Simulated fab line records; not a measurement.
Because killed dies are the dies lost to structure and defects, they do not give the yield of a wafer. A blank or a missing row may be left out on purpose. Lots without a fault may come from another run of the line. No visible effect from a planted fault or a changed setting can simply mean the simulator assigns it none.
Split-lot experiment	flow gf180mcu	23 wafers read across 5 lots, on a route 602 steps long

== ABOUT THE SPLIT ==
At GF_V1_PEB_12 (peb time 90 s), the setting pebTempC was moved away from the recipe's 135 C on 5 of the 23 wafers read, by -1.3% to +1.3%. For the rest of the wafers, this setting stayed at what the recipe calls for.

== FROM THE SPLIT ON TO THE READING: in between, the file shows 1 step ==
- GF_V1_DEVELOP_13: develop time 60 s

== THE READING ==
At GF_V1_CD_MEAS_14: cdNm in nanometres, against a target cd of 260 nm. Fault-free wafers of this fab line usually give 260.3 nm, standard deviation 1.3 nm.

wafer	tool, chamber at the split	pebTempC as run, C	against the recipe	cdNm, nm	against lot-mates on the recipe
L074.1	lithoTrack-01, 0	135	recipe	261.0	-
L074.2	lithoTrack-01, 0	135	recipe	260.6	-
L074.3	lithoTrack-01, 0	135	recipe	260.0	-
L074.4	lithoTrack-01, 0	135	recipe	260.7	-
L074.5	lithoTrack-01, 0	135	recipe	260.5	-
L078.1	lithoTrack-01, 0	136.7	+1.3%	266.0	+4.9
L078.3	lithoTrack-01, 0	136.7	+1.3%	265.9	+4.8
L078.4	lithoTrack-01, 0	135	recipe	260.3	-
L078.5	lithoTrack-01, 0	135	recipe	261.8	-
L078.6	lithoTrack-01, 0	136.7	+1.3%	266.5	+5.4
L082.1	lithoTrack-04, 0	135	recipe	257.1	-
L082.3	lithoTrack-04, 0	135	recipe	259.6	-
L082.4	lithoTrack-04, 0	135	recipe	257.9	-
L082.5	lithoTrack-04, 0	135	recipe	258.8	-
L082.6	lithoTrack-04, 0	135	recipe	260.2	-
L084.1	lithoTrack-02, 0	133.2	-1.3%	253.4	-4.7
L084.3	lithoTrack-02, 0	135	recipe	258.0	-
L084.4	lithoTrack-02, 0	133.2	-1.3%	253.6	-4.5
L084.5	lithoTrack-02, 0	135	recipe	257.7	-
L084.6	lithoTrack-02, 0	135	recipe	258.6	-
L085.3	lithoTrack-02, 0	135	recipe	258.1	-
L085.5	lithoTrack-02, 0	135	recipe	260.1	-
L085.6	lithoTrack-02, 0	135	recipe	259.4	-

FIT RESULTS
A straight line over all 23 wafers: cdNm changes by +4.93 nm for each +1% of pebTempC; r = +0.93; the points scatter about the line by 1.2 nm.
The same after taking each lot's own level away (the mean of its wafers on the recipe; 23 wafers): +3.78 nm for each +1%; r = +0.96; scatter 0.73 nm.
Per that fit: largest pebTempC move, reading shift of 5 nm.
The lots' own levels span 258.10 to 261.05 nm, that is 2.3 times the standard deviation above.
In other words, the slope is changed by the lot-to-lot level; the two fits disagree.
Check: -5.05 nm against its lot-mates is what the line predicts for one of the wafers moved furthest among these (-1.3%) when that wafer is left out of the fit. Against them it came out at -4.7 nm.

== THE WHOLE CHAIN: every reading that the file lists as answering this split, in the file's order ==
step	what it does	reading	change (the file's fit)	r (the file's)
GF_V1_CD_MEAS_14	target cd 260 nm	cdNm	+3.73 nm for each +1% of the setting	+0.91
GF_V1_ETCH_16	etches BARC in N2/H2	V1.cdNm (the simulator's own value, which no gauge read)	+3.4 nm for each +1% of the setting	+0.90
GF_V1_ETCH_17	etches SiO2 in C4F8/O2/Ar, stops on TiN, target depth 630 nm	V1.cdNm (the simulator's own value, which no gauge read)	+3.63 nm for each +1% of the setting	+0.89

== THE FILE'S OWN FIT ==
cdNm changes by +3.73 nm for each +1% of pebTempC, r = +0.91.
